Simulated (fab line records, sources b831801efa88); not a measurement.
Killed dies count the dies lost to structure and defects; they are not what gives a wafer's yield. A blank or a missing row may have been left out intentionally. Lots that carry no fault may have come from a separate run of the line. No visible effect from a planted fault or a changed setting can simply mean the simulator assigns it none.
fab line records	flow sky130
record: lots: 6	wafers: 18	lastDay: 50
route steps=708 shown VT_ADJUST_HVTP@93 VT_ADJUST_LVTN@97 PAD_OPEN@708
lots that met no fault: from a run of the same line without faults
startH: hours from the record's opening day to when the first of the lot's shown wafers began	waitH: how many hours have passed since the lot's step before this one	" same as the row above	L1.1+2: a row that stands for several wafers	- no value, or no start was given	* or withheld: withheld	< > ~ a bound
route shown NAME@n: names a module that has steps shown in the file, with the first one's number in the route	usual: mean and standard deviation over wafers with no fault	same: alike in all rows	chamber/n: place in a boat	sites: per-site readings	_std_site: the standard deviation of these	_edge_site: the outer-site mean with the inner-site mean subtracted	radiusMm: how far each site lies from the wafer's centre	mask NAME#n: copy n	behind: tool/chamber where the wafer was last shaped	hold: the reason the lot was held/the length of the hold in hours/how it ended	device: transistor that didn't switch, given as n, p or np	end of line: the same wafers' tests at the end of the route	a step with no rows: only its recipe	killed: the dies lost at the first sort to structure and to defects; this is not the yield of the wafer	map: shows each die of a wafer: x if killed, . if not, _ if none is there
set.NAME: the run value of the setting; set.NAME@STEP: its run value at that earlier step	model.NAME: the simulator's own value behind a step, which no gauge read
lots seen at some steps along the route; tables by step, rows by wafer
services: when a tool's chamber went out of use (startH, in hours from the record's first day, below 0 if earlier), for how many hours, and the reason
== steps ==
step: SKY_VT_ADJUST_HVTP_OVL_MEAS_08
usual: VT_ADJUST_HVTP_OVL: -1.1/1.6
lot.wafer	tool	chamber	startH	waitH	VT_ADJUST_HVTP_OVL[nm]
L911.2	overlay-02	-	136.78	0.1	-0.1
L911.3	"	-	"	"	0.8
L911.4	"	-	"	"	2.5
L914.2	overlay-02	-	175.70	0.1	-1.7
L914.5	"	-	"	"	-0.8
L914.6	"	-	"	"	0.2
L922.2	overlay-02	-	218.58	0.1	-1.8
L922.3	"	-	"	"	-3.4
L922.6	"	-	"	"	-3.6
L925.2	overlay-01	-	244.89	0.1	-4.0
L925.4	"	-	"	"	-5.1
L925.6	"	-	"	"	-3.2
L930.2	overlay-01	-	267.79	0.1	-2.9
L930.4	"	-	"	"	-2.5
L930.6	"	-	"	"	-1.5
L931.4	overlay-02	-	271.85	0.1	-1.8
L931.5	"	-	"	"	-1.2
L931.6	"	-	"	"	-1.4
step: SKY_VT_ADJUST_HVTP_IMPLANT_09
recipe: species: As	energyKev: 150	doseCm2: 4.3e+12	tiltDeg: withheld
step: SKY_VT_ADJUST_HVTP_STRIP_10
recipe: chemistry: O2/N2	powerW: 1400	pressureMtorr: 1500	platenTempC: withheld	o2FlowSccm: 3000	n2FlowSccm: 300	overashFraction: 0.5
usual: drypumpMotorCurrentA: 5.7/0.34	oesProductAu: 0.715/0.0042	stripTimeToEndpointS: 14.30/0.039
lot.wafer	tool	chamber	startH	waitH	drypumpMotorCurrentA	oesProductAu	rfHoursCounterH	stripTimeToEndpointS
L911.2	plasmaAsher-04	0	136.96	0.1	5.9	0.716	40	14.37
L911.3	"	0	"	"	5.9	0.713	-	14.34
L911.4	"	1	"	"	5.8	0.717	-	14.38
L914.2	plasmaAsher-02	0	175.88	0.1	6.0	0.714	53	14.32
L914.5	"	0	"	"	5.9	0.711	-	14.28
L914.6	"	1	"	"	5.0	0.718	-	14.31
L922.2	plasmaAsher-04	0	218.76	0.1	5.9	0.716	48	14.35
L922.3	"	1	"	"	5.8	0.713	-	14.36
L922.6	"	0	"	"	5.9	0.717	-	14.35
L925.2	plasmaAsher-04	1	245.07	0.1	5.8	0.719	51	14.30
L925.4	"	0	"	"	5.8	0.714	-	14.28
L925.6	"	0	"	"	5.8	0.712	-	14.30
L930.2	plasmaAsher-01	0	267.97	0.1	5.5	0.718	46	14.28
L930.4	"	0	"	"	5.5	0.716	-	14.27
L930.6	"	0	"	"	5.5	0.708	-	14.27
L931.4	plasmaAsher-04	1	272.05	0.1	5.8	0.704	-	14.33
L931.5	"	0	"	"	5.8	0.719	-	14.34
L931.6	"	1	"	"	5.8	0.713	-	14.29
step: SKY_VT_ADJUST_HVTP_TW_MEAS_11
usual: VT_ADJUST_HVTP_TW: 1358/8.1
lot.wafer	tool	chamber	startH	waitH	VT_ADJUST_HVTP_TW
L911.2	filmMetro-04	-	137.07	0.1	1367
L911.3	"	-	"	"	1365
L911.4	"	-	"	"	1364
L914.2	filmMetro-03	-	175.99	0.1	1357
L914.5	"	-	"	"	1357
L914.6	"	-	"	"	1348
L922.2	filmMetro-04	-	218.87	0.1	1363
L922.3	"	-	"	"	1369
L922.6	"	-	"	"	1365
L925.2	filmMetro-02	-	245.18	0.1	1363
L925.4	"	-	"	"	1363
L925.6	"	-	"	"	1362
L930.2	filmMetro-04	-	268.08	0.1	1359
L930.4	"	-	"	"	1367
L930.6	"	-	"	"	1367
L931.4	filmMetro-04	-	272.15	0.1	1358
L931.5	"	-	"	"	1357
L931.6	"	-	"	"	1364
step: SKY_VT_ADJUST_LVTN_DEHYDRATE_00
recipe: tempC: 200	timeS: 60
step: SKY_VT_ADJUST_LVTN_HMDS_01
recipe: primeTimeS: 60	primeTempC: 120
step: SKY_VT_ADJUST_LVTN_COAT_02
recipe: spinRpm: 2000	resistThkNm: 3000
step: SKY_VT_ADJUST_LVTN_SOFTBAKE_03
recipe: tempC: 110	timeS: withheld
step: SKY_VT_ADJUST_LVTN_EXPOSE_04
recipe: maskId: NWM_COMPLEMENT_LESS_NATIVE	na: 0.6	sourceShape: conventional	sigmaOuter: 0.6	polarization: unpolarized	targetCdNm: 840	doseMj: 194
step: SKY_VT_ADJUST_LVTN_PEB_05
recipe: tempC: 115	timeS: withheld
step: SKY_VT_ADJUST_LVTN_DEVELOP_06
recipe: wallAngleDeg: 90	developer: TMAH	developTimeS: 60	devTempC: 23
step: SKY_VT_ADJUST_LVTN_OVL_MEAS_07
usual: VT_ADJUST_LVTN_OVL: 0.1/1.3
lot.wafer	tool	chamber	startH	waitH	VT_ADJUST_LVTN_OVL[nm]
L911.2	overlay-02	-	154.57	-	2.3
L911.3	"	-	"	"	1.5
L911.4	"	-	"	"	0.5
L914.2	overlay-01	-	196.92	-	-1.0
L914.5	"	-	"	"	1.6
L914.6	"	-	"	"	-0.2
L922.2	overlay-02	-	242.23	-	1.9
L922.3	"	-	"	"	-0.6
L922.6	"	-	"	"	1.2
L925.2	overlay-01	-	268.38	-	-0.3
L925.4	"	-	"	"	-2.4
L925.6	"	-	"	"	0.1
L930.2	overlay-01	-	293.42	-	-2.5
L930.4	"	-	"	"	-0.9
L930.6	"	-	"	"	-2.1
L931.4	overlay-01	-	297.38	-	-2.2
L931.5	"	-	"	"	-0.9
L931.6	"	-	"	"	-0.8
step: SKY_VT_ADJUST_LVTN_IMPLANT_08
recipe: species: B	energyKev: 30	doseCm2: 1.57e+12	tiltDeg: withheld
usual: beamOnS: 10.03/0.23	doseIonsCm2: 1.5703e+12/1.9e+09	faradayCurrentUA: 8.83/0.2
lot.wafer	tool	chamber	startH	waitH	beamOnS	doseIonsCm2	faradayCurrentUA
L911.2	implanter-01	0	154.62	0.0	9.85	1.5697e+12	8.99
L911.3	"	0	"	"	10.46	1.5712e+12	8.49
L911.4	"	0	"	"	9.92	1.5718e+12	8.94
L914.2	implanter-01	0	196.97	0.0	10.45	1.57e+12	8.50
L914.5	"	0	"	"	10.12	1.5694e+12	8.77
L914.6	"	0	"	"	10.08	1.5705e+12	8.75
L922.2	implanter-01	0	242.28	0.0	9.95	1.5692e+12	8.93
L922.3	"	0	"	"	9.74	1.5692e+12	9.08
L922.6	"	0	"	"	10.00	1.5725e+12	8.80
L925.2	implanter-01	0	268.56	0.2	10.06	1.5684e+12	8.80
L925.4	"	0	"	"	10.31	1.57e+12	8.58
L925.6	"	0	"	"	9.97	1.5675e+12	8.95
L930.2	implanter-01	0	293.47	0.0	10.44	2.2772e+12	12.31
L930.4	"	0	"	"	9.99	2.2822e+12	12.85
L930.6	"	0	"	"	9.63	2.2808e+12	13.31
L931.4	implanter-01	0	297.47	0.1	10.29	2.2787e+12	12.53
L931.5	"	0	"	"	10.20	2.2795e+12	12.59
L931.6	"	0	"	"	10.00	2.2781e+12	12.90
step: SKY_VT_ADJUST_LVTN_STRIP_09
recipe: chemistry: O2/N2	powerW: 1400	pressureMtorr: 1500	platenTempC: withheld	o2FlowSccm: 3000	n2FlowSccm: 300	overashFraction: 0.5
usual: drypumpMotorCurrentA: 5.5/0.36	oesProductAu: 0.723/0.0046	stripTimeToEndpointS: 36.94/0.11
lot.wafer	tool	chamber	startH	waitH	drypumpMotorCurrentA	oesProductAu	rfHoursCounterH	stripTimeToEndpointS
L911.2	plasmaAsher-03	0	154.75	0.1	5.4	0.727	4	37.08
L911.3	"	0	"	"	5.4	0.724	-	37.04
L911.4	"	1	"	"	5.5	0.727	-	36.97
L914.2	plasmaAsher-04	0	197.10	0.1	5.8	0.730	45	36.94
L914.5	"	0	"	"	5.9	0.724	-	36.88
L914.6	"	1	"	"	5.8	0.723	-	36.98
L922.2	plasmaAsher-03	0	242.41	0.1	5.4	0.729	13	36.92
L922.3	"	1	"	"	5.5	0.724	-	37.02
L922.6	"	1	"	"	5.5	0.729	-	36.90
L925.2	plasmaAsher-02	1	268.69	0.1	5.0	0.714	61	36.92
L925.4	"	0	"	"	5.9	0.725	-	36.87
L925.6	"	1	"	"	5.0	0.721	-	36.97
L930.2	plasmaAsher-04	1	293.60	0.1	5.8	0.726	55	36.88
L930.4	"	1	"	"	5.8	0.725	-	36.86
L930.6	"	0	"	"	5.9	0.725	-	36.88
L931.4	plasmaAsher-02	0	297.58	0.1	6.0	0.725	-	37.10
L931.5	"	0	"	"	6.0	0.730	-	37.04
L931.6	"	1	"	"	5.0	0.714	-	37.11
step: SKY_VT_ADJUST_LVTN_TW_MEAS_10
usual: VT_ADJUST_LVTN_TW: 242.0/1.3
lot.wafer	tool	chamber	startH	waitH	hold	VT_ADJUST_LVTN_TW
L911.2	filmMetro-02	-	154.86	0.1	-	241.3
L911.3	"	-	"	"	-	242.5
L911.4	"	-	"	"	-	240.7
L914.2	filmMetro-01	-	197.21	0.1	-	239.7
L914.5	"	-	"	"	-	241.5
L914.6	"	-	"	"	-	240.8
L922.2	filmMetro-04	-	242.52	0.1	-	242.3
L922.3	"	-	"	"	-	243.2
L922.6	"	-	"	"	-	243.7
L925.2	filmMetro-01	-	268.80	0.1	-	240.4
L925.4	"	-	"	"	-	238.6
L925.6	"	-	"	"	-	238.4
L930.2	filmMetro-04	-	293.71	0.1	awaitDispo/0.2h/release	271.7
L930.4	"	-	"	"	awaitDispo/0.2h/release	270.5
L930.6	"	-	"	"	awaitDispo/0.2h/release	271.7
L930.2	filmMetro-04	-	293.94	0.2	-	273.9
L930.4	"	-	"	"	-	272.5
L930.6	"	-	"	"	-	271.7
L931.4	filmMetro-04	-	297.68	0.1	awaitDispo/0.2h/release	272.0
L931.5	"	-	"	"	awaitDispo/0.2h/release	272.3
L931.6	"	-	"	"	awaitDispo/0.2h/release	272.7
L931.4	filmMetro-04	-	297.91	0.2	-	271.4
L931.5	"	-	"	"	-	273.1
L931.6	"	-	"	"	-	272.6
step: SKY_PAD_OPEN_PROBE_99
usual: killed_at_M0_to_M3: 44/7.2	killed_at_M4_up: 3.0/1.8	killedAtContacts: 24/5.4	killedAtFrontEnd: 14/4.4	killedAtOther: 0.4/0.64	killedDies: 86/9.4	killedOnRim: 17/3.8	killedOpen: 47/7.7	killedShort: 39/5.8
same: grossDies: 492	killedAtBackSide: 0
lot.wafer	tool	chamber	startH	waitH	killed_at_M0_to_M3	killed_at_M4_up	killedAtContacts	killedAtFrontEnd	killedAtOther	killedDies	killedOnRim	killedOpen	killedShort	model.etest.nfet_01v8_lvt.vtSatV	model.etest.nfet_01v8_turned.vtSatV	model.etest.nfet_01v8_swapped.vtSatV	model.etest.nfet_01v8_lvt.vtV	model.etest.nfet_01v8.vtSatV	model.etest.nfet_01v8_lvt.vtLongV	model.etest.nfet_01v8_turned.vtV	model.etest.nfet_01v8_lvt.bodyRiseV
L911.2	prober-01	-	1087.61	0.1	38	5	26	16	0	85	22	45	40	0.5289	0.6406	0.6484	0.6071	0.6402	0.44	0.6961	0.1436
L911.3	prober-01	-	1087.66	0.2	27	5	25	14	0	71	15	36	35	0.5231	0.6384	0.6391	0.6045	0.6397	0.4411	0.6938	0.144
L911.4	prober-01	-	1087.71	0.2	42	2	26	7	0	77	16	38	39	0.5362	0.6479	0.6469	0.6101	0.6514	0.4409	0.6965	0.1442
L914.2	prober-01	-	1129.16	0.1	49	4	20	10	1	84	16	47	37	0.541	0.65	0.6521	0.6089	0.6509	0.4355	0.702	0.1487
L914.5	prober-01	-	1129.31	0.2	46	0	15	17	0	78	18	43	35	0.5616	0.6659	0.6684	0.625	0.6628	0.4397	0.7124	0.1473
L914.6	prober-01	-	1129.36	0.2	45	0	21	7	0	73	10	42	31	0.5461	0.6553	0.6568	0.6135	0.6549	0.4383	0.7065	0.1476
L922.2	prober-02	-	1162.20	0.1	49	1	29	25	1	105	21	63	42	0.5385	0.6481	0.6491	0.6073	0.6463	0.4382	0.6961	0.1437
L922.3	prober-02	-	1162.25	0.2	54	4	18	18	1	95	16	44	51	0.5343	0.647	0.6516	0.6123	0.6471	0.4404	0.6992	0.146
L922.6	prober-02	-	1162.40	0.2	36	2	17	17	0	72	11	37	35	0.5352	0.6486	0.6483	0.6096	0.6482	0.4407	0.6992	0.147
L925.2	prober-01	-	1186.77	0.1	38	3	29	12	0	82	17	45	37	0.5391	0.6502	0.6498	0.6101	0.6505	0.4394	0.6994	0.143
L925.4	prober-01	-	1186.87	0.2	35	5	11	10	0	61	12	30	28	0.5306	0.6455	0.6413	0.6062	0.64	0.4358	0.6965	0.1435
L925.6	prober-01	-	1186.97	0.2	40	2	21	15	0	78	19	27	49	0.5303	0.6449	0.644	0.6077	0.6396	0.4364	0.6957	0.1428
L930.2	prober-01	-	1203.22	0.1	47	1	17	16	1	82	21	41	41	0.5495	0.6519	0.6497	0.6105	0.6497	0.441	0.6963	0.1487
L930.4	prober-01	-	1203.32	0.2	45	3	27	7	0	82	17	35	47	0.557	0.6549	0.6549	0.6163	0.6546	0.4411	0.7005	0.1484
L930.6	prober-01	-	1203.42	0.2	48	4	22	8	0	82	13	57	25	0.5576	0.6556	0.6554	0.6164	0.6569	0.4451	0.7008	0.1512
L931.4	prober-01	-	1210.94	0.2	54	2	29	8	0	93	22	54	39	0.5607	0.6618	0.6611	0.6274	0.6577	0.4541	0.7102	0.1544
L931.5	prober-01	-	1210.99	0.2	38	0	26	18	0	82	14	46	36	0.5609	0.6705	0.668	0.6312	0.6644	0.456	0.718	0.1555
L931.6	prober-01	-	1211.04	0.2	47	3	28	14	1	93	22	44	49	0.558	0.6636	0.664	0.6218	0.662	0.4536	0.711	0.1529
killed by level:class
L911.2 CONTACT:geometricParticle:open=8 VIA1:geometricParticle:open=8 LOCAL_INTERCONNECT:geometricParticle:short=7 VIA2:geometricParticle:open=7 POLY_GATE:geometricParticle:open=6 METAL3:geometricParticle:short=6 VIA3:geometricParticle:open=6 METAL4:geometricParticle:short=5
L911.3 LI_CONTACT:geometricParticle:open=7 VIA1:geometricParticle:open=6 FIELD_ISO:geometricParticle:open=5 LI_CONTACT:geometricParticle:short=5 LOCAL_INTERCONNECT:geometricParticle:short=5 CONTACT:geometricParticle:open=5 METAL2:geometricParticle:short=5 METAL1:geometricParticle:open=3
L911.4 VIA1:geometricParticle:open=12 VIA1:geometricParticle:short=5 LI_CONTACT:geometricParticle:open=5 LOCAL_INTERCONNECT:geometricParticle:short=5 CONTACT:geometricParticle:open=5 METAL2:geometricParticle:short=5 LI_CONTACT:geometricParticle:short=4 LOCAL_INTERCONNECT:geometricParticle:open=4
L914.2 VIA1:geometricParticle:open=16 METAL2:geometricParticle:short=8 VIA2:geometricParticle:short=7 CONTACT:geometricParticle:open=7 FIELD_ISO:geometricParticle:open=5 VIA3:geometricParticle:open=4 LI_CONTACT:geometricParticle:short=4 LI_CONTACT:geometricParticle:open=4
L914.5 VIA2:geometricParticle:open=10 VIA1:geometricParticle:open=9 POLY_GATE:geometricParticle:open=5 CONTACT:geometricParticle:open=5 METAL3:geometricParticle:short=5 VIA1:geometricParticle:short=5 FIELD_ISO:geometricParticle:short=4 LOCAL_INTERCONNECT:geometricParticle:short=4
L914.6 VIA1:geometricParticle:open=15 CONTACT:geometricParticle:open=8 METAL2:geometricParticle:short=7 LI_CONTACT:geometricParticle:open=6 METAL1:geometricParticle:short=6 FIELD_ISO:geometricParticle:open=4 VIA3:geometricParticle:open=4 VIA1:geometricParticle:short=4
L922.2 CONTACT:geometricParticle:open=15 VIA1:geometricParticle:open=10 METAL1:geometricParticle:short=9 FIELD_ISO:geometricParticle:open=8 POLY_GATE:geometricParticle:open=8 CONTACT:geometricParticle:short=6 VIA2:geometricParticle:open=6 METAL2:geometricParticle:short=5
L922.3 METAL1:geometricParticle:short=11 VIA2:geometricParticle:open=9 POLY_GATE:geometricParticle:short=8 CONTACT:geometricParticle:open=8 METAL2:geometricParticle:short=8 VIA1:geometricParticle:open=7 VIA3:geometricParticle:open=7 FIELD_ISO:geometricParticle:short=4
L922.6 CONTACT:geometricParticle:open=8 VIA1:geometricParticle:open=8 FIELD_ISO:geometricParticle:short=7 VIA2:geometricParticle:open=6 CONTACT:geometricParticle:short=5 METAL1:geometricParticle:short=5 LI_CONTACT:geometricParticle:open=4 VIA2:geometricParticle:short=4
L925.2 CONTACT:geometricParticle:open=12 LI_CONTACT:geometricParticle:open=8 VIA1:geometricParticle:open=8 CONTACT:geometricParticle:short=7 METAL1:geometricParticle:short=7 VIA2:geometricParticle:open=5 FIELD_ISO:geometricParticle:short=4 VIA3:geometricParticle:short=4
L925.4 VIA1:geometricParticle:open=8 METAL2:geometricParticle:short=5 VIA1:geometricParticle:short=4 VIA2:geometricParticle:open=4 FIELD_ISO:geometricParticle:short=3 POLY_GATE:geometricParticle:open=3 LI_CONTACT:geometricParticle:open=3 LOCAL_INTERCONNECT:geometricParticle:short=3
L925.6 METAL2:geometricParticle:short=7 LOCAL_INTERCONNECT:geometricParticle:short=6 VIA3:geometricParticle:open=6 VIA1:geometricParticle:open=5 CONTACT:geometricParticle:open=5 CONTACT:geometricParticle:short=5 METAL1:geometricParticle:short=5 VIA1:geometricParticle:short=5
L930.2 CONTACT:geometricParticle:open=8 VIA1:geometricParticle:open=7 VIA3:geometricParticle:open=7 METAL1:geometricParticle:short=6 VIA1:geometricParticle:short=6 FIELD_ISO:geometricParticle:short=5 FIELD_ISO:geometricParticle:open=5 VIA2:geometricParticle:short=5
L930.4 CONTACT:geometricParticle:open=10 METAL2:geometricParticle:short=9 VIA1:geometricParticle:open=8 LI_CONTACT:geometricParticle:short=6 CONTACT:geometricParticle:short=6 VIA1:geometricParticle:short=5 VIA2:geometricParticle:open=5 VIA3:geometricParticle:open=5
L930.6 CONTACT:geometricParticle:open=13 VIA1:geometricParticle:open=11 VIA2:geometricParticle:open=9 VIA3:geometricParticle:open=8 LI_CONTACT:geometricParticle:open=5 METAL1:geometricParticle:short=4 METAL3:geometricParticle:short=4 FIELD_ISO:geometricParticle:open=3
L931.4 VIA1:geometricParticle:open=11 CONTACT:geometricParticle:open=10 VIA2:geometricParticle:open=9 LI_CONTACT:geometricParticle:open=7 CONTACT:geometricParticle:short=7 METAL2:geometricParticle:short=6 VIA1:geometricParticle:short=6 FIELD_ISO:geometricParticle:short=5
L931.5 CONTACT:geometricParticle:open=10 VIA1:geometricParticle:open=9 CONTACT:geometricParticle:short=7 METAL1:geometricParticle:short=7 VIA3:geometricParticle:open=7 FIELD_ISO:geometricParticle:open=5 LOCAL_INTERCONNECT:geometricParticle:short=5 VIA2:geometricParticle:open=5
L931.6 CONTACT:geometricParticle:open=12 VIA1:geometricParticle:open=8 METAL3:geometricParticle:short=7 METAL1:geometricParticle:short=6 LI_CONTACT:geometricParticle:open=5 METAL2:geometricParticle:short=5 VIA3:geometricParticle:open=5 VIA2:geometricParticle:open=5
== services ==
tool	chamber	startH	hours	kind
plasmaAsher-03	0	117.75	-	clean
plasmaAsher-03	1	117.75	-	clean
plasmaAsher-01	-	145.14	5.5	repair
implanter-01	-	150.72	0.9	repair
implanter-01	-	186.00	3.0	pm
implanter-01	-	188.97	5.0	pm
plasmaAsher-01	-	203.31	7.0	repair
plasmaAsher-02	-	226.00	17.2	repair
plasmaAsher-04	-	250.16	3.6	repair
plasmaAsher-02	-	270.92	1.1	repair
== key ==
firstSign: step: SKY_VT_ADJUST_LVTN_IMPLANT_08	reading: doseIonsCm2	direction: up	sigmas: 99+	usual: *	struck: *
effect: step: SKY_VT_ADJUST_LVTN_IMPLANT_08	reading: faradayCurrentUA	direction: up	sigmas: 19	usual: 8.83	struck: 12.75
effect: step: SKY_VT_ADJUST_LVTN_TW_MEAS_10	reading: visit	direction: added
effect: step: SKY_VT_ADJUST_LVTN_TW_MEAS_10	reading: VT_ADJUST_LVTN_TW	direction: up	sigmas: 23	usual: 242.0	struck: 271.8
modelEffect: step: SKY_PAD_OPEN_PROBE_99	value: etest.nfet_01v8_lvt.vtSatV	without: 0.534	struck: 0.5573
metAt SKY_VT_ADJUST_LVTN_IMPLANT_08
struckWafers L930.2,L930.4,L930.6,L931.4,L931.5,L931.6
testerLeftOut L930,L931
onsetBetween 268.56 293.47
fault: kind: processParameterDrift	tool: implanter-01	chamber: -	onsetH: 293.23	steps: SKY_VT_ADJUST_LVTN_IMPLANT_08	channel: doseCm2	offset: *	shape: step	endH: 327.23	actsIn: *	stated: *
testerLeftOut: of these lots the tester's yield and bins aren't shown, on N5 and GAA mostly nor the transistor test; their killed dies are dies lost to structure and defects alone, not to doping, threshold or leakage, so they don't give the yield
